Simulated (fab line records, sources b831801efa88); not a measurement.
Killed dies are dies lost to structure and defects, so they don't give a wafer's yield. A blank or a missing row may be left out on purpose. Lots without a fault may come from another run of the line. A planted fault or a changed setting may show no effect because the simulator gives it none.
Problem report in the 8D (eight disciplines) form, filled by code | flow gf180mcu | the parts of the form that need people (team, actions taken, sign-off) are left out

1. THE PROBLEM
PSD_TW at GF_PSD_TW_MEAS_11 reads a mean of 2640 on 6 wafers of 2 lots; wafers without a fault read 3200 with a standard deviation of 13. That is -43 standard deviations from the usual mean.
First seen on wafer L537.2, day 16 11:31, on film_metro-02. The record holds 33 wafers of 11 lots with a number at this step. Rule for "out", or "out of limits": more than 4 standard deviations from the usual mean. The other wafers with a number count as sound.

2. WHAT IT IS AND WHAT IT IS NOT
question                    | is                           | is not
which readings at this step | PSD_TW                       | -
which lots                  | L537, L538                   | L531, L532, L536, L546, L547, L549, L551, L552, L554
which wafers of those lots  | all that have a number       | -
read on which gauges        | film_metro-01, film_metro-02 | film_metro-03
when                        | from day 16 11:31            | up to then (9 sound wafers); but 18 sound wafers of L546, L547, L549, L551, L552, L554 came after

3. SUSPECTS, AND WHAT RULES EACH OUT
Counting: a tool at a process step up to the reading stays a suspect if it ran every lot that is out and no sound lot after the first of them.
- the gauge at GF_PSD_TW_MEAS_11: ruled out. The wafers that are out were read on 2 gauges (film_metro-01, film_metro-02).
- implanter-03 at GF_PSD_IMPLANT_09: ruled out as a lasting fault. Sound lots L547, L549 ran on it after its first lot that is out, L537 (day 16 11:17).
Left after counting: nothing in the record.

4. THE CAUSE (what the simulator had put in)
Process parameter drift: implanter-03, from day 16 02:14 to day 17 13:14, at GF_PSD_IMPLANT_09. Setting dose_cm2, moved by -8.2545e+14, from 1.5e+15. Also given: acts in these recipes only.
Counting ruled it out, wrongly: the rule takes a fault to strike every lot that its tool runs from its start on, and this one did not.

5. THE CHAIN OF EFFECTS, in route order
Each row: a reading whose mean over the struck wafers that have a number lies more than 3 standard deviations from the usual. Only readings for which the record gives a usual standard deviation are gone through. hours: the time from each lot's start at the first step in this table that gives one to its start at this step, as a median over the lots. sigmas: the change in usual standard deviations.
hours | step              | reading                   | usual         | on struck wafers | change      | sigmas
0     | GF_PSD_IMPLANT_09 | dose_ions_cm2             | 1.4997e+15    | 6.7392e+14       | -8.2578e+14 | -99 or more
0     | GF_PSD_IMPLANT_09 | end_station_pressure_torr | 1.18e-05 Torr | 7.97e-06         | -3.83e-06   | -6.2
0     | GF_PSD_IMPLANT_09 | faraday_current_uA        | 8261          | 3781             | -4480       | -26
0     | GF_PSD_STRIP_10   | oes_product_au            | 0.592 a.u.    | 0.652            | +0.060      | +14
0     | GF_PSD_STRIP_10   | strip_time_to_endpoint_s  | 16.52 s       | 14.19            | -2.33       | -67
0     | GF_PSD_TW_MEAS_11 | PSD_TW                    | 3200          | 2640             | -560        | -43
1     | GF_PSD_RS_MEAS_15 | PSD_RS                    | 108.53 ohm/sq | 179.49           | +70.96      | +99 or more
The process steps in it:
- GF_PSD_IMPLANT_09
- GF_PSD_STRIP_10: strips in O2/N2.

6. WHAT WOULD HAVE CAUGHT IT SOONER
In this record the first reading out of limits at a measuring or inspecting step was taken at day 16 11:31, 9 hours after the fault began at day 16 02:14.
The tool's own readings at GF_PSD_IMPLANT_09 were out on every struck wafer that the step has a row for (dose_ions_cm2, end_station_pressure_torr, faraday_current_uA): an alarm limit on them would have fired on the first of those.
